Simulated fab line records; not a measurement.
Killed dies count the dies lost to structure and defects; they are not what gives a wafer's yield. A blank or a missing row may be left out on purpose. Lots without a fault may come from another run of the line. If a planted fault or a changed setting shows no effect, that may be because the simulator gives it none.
Which tool did it? :: flow sky130 :: 11 lots with 33 wafers sampled at 6 steps, on a route of 708 steps

## WHAT THE GAUGES SHOWED, per wafer
SKY_LI_CONTACT_THK_MEAS_01. Usual: LI_CONTACT_HDPCVD_THK 933 nm, standard deviation 8.6.
lot: L246
measured: day 29 01:25
on: film_metro-01
LI_CONTACT_HDPCVD_THK (nm): 940 926 926
flag: 

lot: L247
measured: day 29 18:07
on: film_metro-01
LI_CONTACT_HDPCVD_THK (nm): 941 925 932
flag: 

lot: L251
measured: day 31 00:40
on: film_metro-04
LI_CONTACT_HDPCVD_THK (nm): 937 935 934
flag: 

lot: L252
measured: day 31 02:14
on: film_metro-04
LI_CONTACT_HDPCVD_THK (nm): 930 1371 939
flag: OFF

lot: L253
measured: day 31 17:23
on: film_metro-01
LI_CONTACT_HDPCVD_THK (nm): 926 929 922
flag: 

lot: L254
measured: day 32 02:45
on: film_metro-02
LI_CONTACT_HDPCVD_THK (nm): 927 934 922
flag: 

lot: L259
measured: day 34 06:21
on: film_metro-01
LI_CONTACT_HDPCVD_THK (nm): 928 930 925
flag: 

lot: L261
measured: day 35 01:02
on: film_metro-02
LI_CONTACT_HDPCVD_THK (nm): 940 936 942
flag: 

lot: L264
measured: day 35 15:07
on: film_metro-04
LI_CONTACT_HDPCVD_THK (nm): 927 937 937
flag: 

lot: L265
measured: day 35 22:41
on: film_metro-01
LI_CONTACT_HDPCVD_THK (nm): 942 934 944
flag: 

lot: L267
measured: day 36 02:04
on: film_metro-04
LI_CONTACT_HDPCVD_THK (nm): 939 923 940
flag: 

SKY_CONTACT_BOW_MEAS_05. Usual: CONTACT_BOW 84 um, standard deviation 7.9.
lot: L246
measured: day 31 13:21
on: film_metro-02
CONTACT_BOW (um): 82 89 88
flag: 

lot: L247
measured: day 32 05:31
on: film_metro-03
CONTACT_BOW (um): 67 78 98
flag: 

lot: L251
measured: day 33 11:27
on: film_metro-02
CONTACT_BOW (um): 83 84 88
flag: 

lot: L252
measured: day 33 12:22
on: film_metro-01
CONTACT_BOW (um): 92 100 84
flag: 

lot: L253
measured: day 34 03:24
on: film_metro-01
CONTACT_BOW (um): 78 76 74
flag: 

lot: L254
measured: day 34 13:02
on: film_metro-03
CONTACT_BOW (um): 68 79 85
flag: 

lot: L259
measured: day 36 15:04
on: film_metro-03
CONTACT_BOW (um): 90 91 73
flag: 

lot: L261
measured: day 37 09:04
on: film_metro-01
CONTACT_BOW (um): 82 79 88
flag: 

lot: L264
measured: day 37 22:52
on: film_metro-01
CONTACT_BOW (um): 75 75 78
flag: 

lot: L265
measured: day 38 05:44
on: film_metro-02
CONTACT_BOW (um): 84 74 84
flag: 

lot: L267
measured: day 38 08:37
on: film_metro-01
CONTACT_BOW (um): 94 77 83
flag: 

SKY_CONTACT_CD_MEAS_14 targets a cd of 170 nm. Usual: cd_nm 169.6 nm, standard deviation 1.6.
lot: L246
measured: day 32 16:56
on: cd_sem-02
cd_nm (nm): 169.8 169.5 169.0
flag: 

lot: L247
measured: day 33 08:38
on: cd_sem-02
cd_nm (nm): 170.2 169.2 170.0
flag: 

lot: L251
measured: day 34 13:40
on: cd_sem-02
cd_nm (nm): 169.9 168.5 168.9
flag: 

lot: L252
measured: day 34 14:36
on: cd_sem-01
cd_nm (nm): 168.7 168.6 167.1
flag: 

lot: L253
measured: day 35 05:53
on: cd_sem-02
cd_nm (nm): 171.4 170.6 170.8
flag: 

lot: L254
measured: day 35 15:31
on: cd_sem-02
cd_nm (nm): 168.3 167.7 168.0
flag: 

lot: L259
measured: day 37 16:37
on: cd_sem-02
cd_nm (nm): 170.6 171.3 170.6
flag: 

lot: L261
measured: day 38 11:12
on: cd_sem-01
cd_nm (nm): 167.4 168.5 169.8
flag: 

lot: L264
measured: day 39 00:27
on: cd_sem-01
cd_nm (nm): 173.0 173.4 172.8
flag: 

lot: L265
measured: day 39 06:58
on: cd_sem-01
cd_nm (nm): 171.3 172.7 172.0
flag: 

lot: L267
measured: day 39 10:14
on: cd_sem-01
cd_nm (nm): 171.1 172.7 171.5
flag: 

## TOOL THAT RAN EACH LOT (tool first, then ch and the chambers of the sampled wafers, then the start)
lot: L246
SKY_POLY_GATE_ETCH_17: rie_si-02 ch 0,1,2, day 17 12:07
SKY_LI_CONTACT_HDPCVD_00: hdpcvd-01 ch 1,2, day 29 01:19
SKY_LI_CONTACT_CMP_02: cmp-01 ch 0,2,3, day 29 01:28

lot: L247
SKY_POLY_GATE_ETCH_17: rie_si-02 ch 1,2, day 18 04:28
SKY_LI_CONTACT_HDPCVD_00: hdpcvd-02 ch 0,2, day 29 17:59
SKY_LI_CONTACT_CMP_02: cmp-02 ch 0,1,3, day 29 18:12

lot: L251
SKY_POLY_GATE_ETCH_17: rie_si-02 ch 0,1, day 19 11:19
SKY_LI_CONTACT_HDPCVD_00: hdpcvd-02 ch 1,2, day 31 00:32
SKY_LI_CONTACT_CMP_02: cmp-01 ch 0,2,3, day 31 00:45

lot: L252
SKY_POLY_GATE_ETCH_17: rie_si-01 ch 0,3, day 19 12:16
SKY_LI_CONTACT_HDPCVD_00: hdpcvd-02 ch 0,1,2, day 31 02:07
SKY_LI_CONTACT_CMP_02: cmp-02 ch 0,1,2, day 31 02:17

lot: L253
SKY_POLY_GATE_ETCH_17: rie_si-01 ch 0,1,2, day 20 02:01
SKY_LI_CONTACT_HDPCVD_00: hdpcvd-01 ch 1,2, day 31 17:17
SKY_LI_CONTACT_CMP_02: cmp-01 ch 0,2,3, day 31 17:26

lot: L254
SKY_POLY_GATE_ETCH_17: rie_si-02 ch 0,1,2, day 20 11:25
SKY_LI_CONTACT_HDPCVD_00: hdpcvd-01 ch 0,1, day 32 02:37
SKY_LI_CONTACT_CMP_02: cmp-01 ch 1,2, day 32 03:14

lot: L259
SKY_POLY_GATE_ETCH_17: rie_si-01 ch 0,2,3, day 23 07:47
SKY_LI_CONTACT_HDPCVD_00: hdpcvd-01 ch 0,1,2, day 34 06:14
SKY_LI_CONTACT_CMP_02: cmp-02 ch 1,2,3, day 34 06:25

lot: L261
SKY_POLY_GATE_ETCH_17: rie_si-01 ch 0,2, day 24 01:32
SKY_LI_CONTACT_HDPCVD_00: hdpcvd-01 ch 1,2, day 35 00:55
SKY_LI_CONTACT_CMP_02: cmp-01 ch 0,2,3, day 35 01:11

lot: L264
SKY_POLY_GATE_ETCH_17: rie_si-02 ch 2,3, day 24 15:53
SKY_LI_CONTACT_HDPCVD_00: hdpcvd-01 ch 0,1, day 35 14:59
SKY_LI_CONTACT_CMP_02: cmp-02 ch 1,3, day 35 15:10

lot: L265
SKY_POLY_GATE_ETCH_17: rie_si-02 ch 2,3, day 25 00:10
SKY_LI_CONTACT_HDPCVD_00: hdpcvd-02 ch 0,1,2, day 35 22:37
SKY_LI_CONTACT_CMP_02: cmp-01 ch 0,3, day 35 22:46

lot: L267
SKY_POLY_GATE_ETCH_17: rie_si-01 ch 0,2,3, day 25 06:56
SKY_LI_CONTACT_HDPCVD_00: hdpcvd-01 ch 0,1,2, day 36 01:58
SKY_LI_CONTACT_CMP_02: cmp-01 ch 2,3, day 36 02:07
- SKY_POLY_GATE_ETCH_17: etches poly-Si in HBr/Cl2, stops on SiO2, target depth 180 nm, time 70.5 s.
- SKY_LI_CONTACT_HDPCVD_00: deposits PSG, target thk 930 nm, time 155 s.
- SKY_LI_CONTACT_CMP_02: polishes PSG.

## WHAT THE TOOLS THEMSELVES READ (means of the sampled wafers that have a number; where no wafer has one, the mark that the record gives instead)
SKY_POLY_GATE_ETCH_17. Usual: drypump_motor_current_A 5.6 A, standard deviation 0.37; oes_product_au 0.987 a.u., standard deviation 0.0075; rf_fwd_power_W 396.7 W, standard deviation 1.4; throttle_valve_pct 33.684 %, standard deviation 0.0089.
lot: L246
tool: rie_si-02
drypump_motor_current_A (A): 5.5
oes_product_au (a.u.): 0.987
rf_fwd_power_W (W): 395.9
throttle_valve_pct (%): 33.685
flag: 

lot: L247
tool: rie_si-02
drypump_motor_current_A (A): 5.5
oes_product_au (a.u.): 0.993
rf_fwd_power_W (W): 395.0
throttle_valve_pct (%): 33.686
flag: 

lot: L251
tool: rie_si-02
drypump_motor_current_A (A): 5.4
oes_product_au (a.u.): 0.982
rf_fwd_power_W (W): 396.4
throttle_valve_pct (%): 33.681
flag: 

lot: L252
tool: rie_si-01
drypump_motor_current_A (A): 6.0
oes_product_au (a.u.): 0.985
rf_fwd_power_W (W): 396.6
throttle_valve_pct (%): 33.686
flag: 

lot: L253
tool: rie_si-01
drypump_motor_current_A (A): 5.7
oes_product_au (a.u.): 0.995
rf_fwd_power_W (W): 397.1
throttle_valve_pct (%): 33.680
flag: 

lot: L254
tool: rie_si-02
drypump_motor_current_A (A): 5.5
oes_product_au (a.u.): 0.990
rf_fwd_power_W (W): 395.9
throttle_valve_pct (%): 33.680
flag: 

lot: L259
tool: rie_si-01
drypump_motor_current_A (A): 5.9
oes_product_au (a.u.): 0.984
rf_fwd_power_W (W): 396.2
throttle_valve_pct (%): 33.685
flag: 

lot: L261
tool: rie_si-01
drypump_motor_current_A (A): 6.0
oes_product_au (a.u.): 0.983
rf_fwd_power_W (W): 396.0
throttle_valve_pct (%): 33.688
flag: 

lot: L264
tool: rie_si-02
drypump_motor_current_A (A): 5.1
oes_product_au (a.u.): 0.989
rf_fwd_power_W (W): 397.1
throttle_valve_pct (%): 33.683
flag: 

lot: L265
tool: rie_si-02
drypump_motor_current_A (A): 5.3
oes_product_au (a.u.): 0.988
rf_fwd_power_W (W): 396.7
throttle_valve_pct (%): 33.679
flag: 

lot: L267
tool: rie_si-01
drypump_motor_current_A (A): 5.9
oes_product_au (a.u.): 0.985
rf_fwd_power_W (W): 396.6
throttle_valve_pct (%): 33.692
flag: 

SKY_LI_CONTACT_HDPCVD_00. Usual: run_length_s 183.1 s, standard deviation 0.68.
lot: L246
tool: hdpcvd-01
run_length_s (s): 182.8
flag: 

lot: L247
tool: hdpcvd-02
run_length_s (s): 183.7
flag: 

lot: L251
tool: hdpcvd-02
run_length_s (s): 183.4
flag: 

lot: L252
tool: hdpcvd-02
run_length_s (s): 207.6
flag: OFF

lot: L253
tool: hdpcvd-01
run_length_s (s): 182.8
flag: 

lot: L254
tool: hdpcvd-01
run_length_s (s): 182.5
flag: 

lot: L259
tool: hdpcvd-01
run_length_s (s): 182.9
flag: 

lot: L261
tool: hdpcvd-01
run_length_s (s): 182.4
flag: 

lot: L264
tool: hdpcvd-01
run_length_s (s): 182.8
flag: 

lot: L265
tool: hdpcvd-02
run_length_s (s): 183.7
flag: 

lot: L267
tool: hdpcvd-01
run_length_s (s): 182.8
flag: 

SKY_LI_CONTACT_CMP_02. Usual: motor_current_A 12.4 A, standard deviation 2.1; time_to_endpoint_s 33.2 s, standard deviation 2.7.
lot: L246
tool: cmp-01
motor_current_A (A): 12.6
time_to_endpoint_s (s): 30.6
flag: 

lot: L247
tool: cmp-02
motor_current_A (A): 11.4
time_to_endpoint_s (s): 34.1
flag: 

lot: L251
tool: cmp-01
motor_current_A (A): 12.3
time_to_endpoint_s (s): 31.4
flag: 

lot: L252
tool: cmp-02
motor_current_A (A): 12.3
time_to_endpoint_s (s): 46.5
flag: OFF

lot: L253
tool: cmp-01
motor_current_A (A): 12.8
time_to_endpoint_s (s): 31.6
flag: 

lot: L254
tool: cmp-01
motor_current_A (A): 13.8
time_to_endpoint_s (s): 32.1
flag: 

lot: L259
tool: cmp-02
motor_current_A (A): 12.3
time_to_endpoint_s (s): 33.8
flag: 

lot: L261
tool: cmp-01
motor_current_A (A): 12.6
time_to_endpoint_s (s): 31.9
flag: 

lot: L264
tool: cmp-02
motor_current_A (A): 12.5
time_to_endpoint_s (s): 35.6
flag: 

lot: L265
tool: cmp-01
motor_current_A (A): 11.0
time_to_endpoint_s (s): 35.8
flag: 

lot: L267
tool: cmp-01
motor_current_A (A): 11.9
time_to_endpoint_s (s): 31.5
flag: 

## THE ANSWER, worked out from the rows above alone
Rule: lot off if the mean of its wafers having a number is beyond 3 standard deviations from the usual mean. Also off: a lot with no number at a reading for which 4 or more lots have one. Any other lot the step has rows for is counted as sound. The gauges are gone through in route order, then the tools' own readings, and for those a lot's mean is taken as printed above. The first step at which some lot is off is used, and at that step the reading that is off furthest; a lot without a number counts as furthest.
Off: L252, seen at SKY_LI_CONTACT_THK_MEAS_01 (LI_CONTACT_HDPCVD_THK).
A tool fits if, at a process step before that reading, it ran every lot that is off, and no sound lot after the first of them. The gauges at SKY_LI_CONTACT_THK_MEAS_01 aren't tried: what is off there is off at SKY_LI_CONTACT_HDPCVD_00 too, on other tools, and a gauge's error can't cause that. Not one of the candidates tried fits.

## WHAT HAD BEEN PUT IN BY THE SIMULATOR
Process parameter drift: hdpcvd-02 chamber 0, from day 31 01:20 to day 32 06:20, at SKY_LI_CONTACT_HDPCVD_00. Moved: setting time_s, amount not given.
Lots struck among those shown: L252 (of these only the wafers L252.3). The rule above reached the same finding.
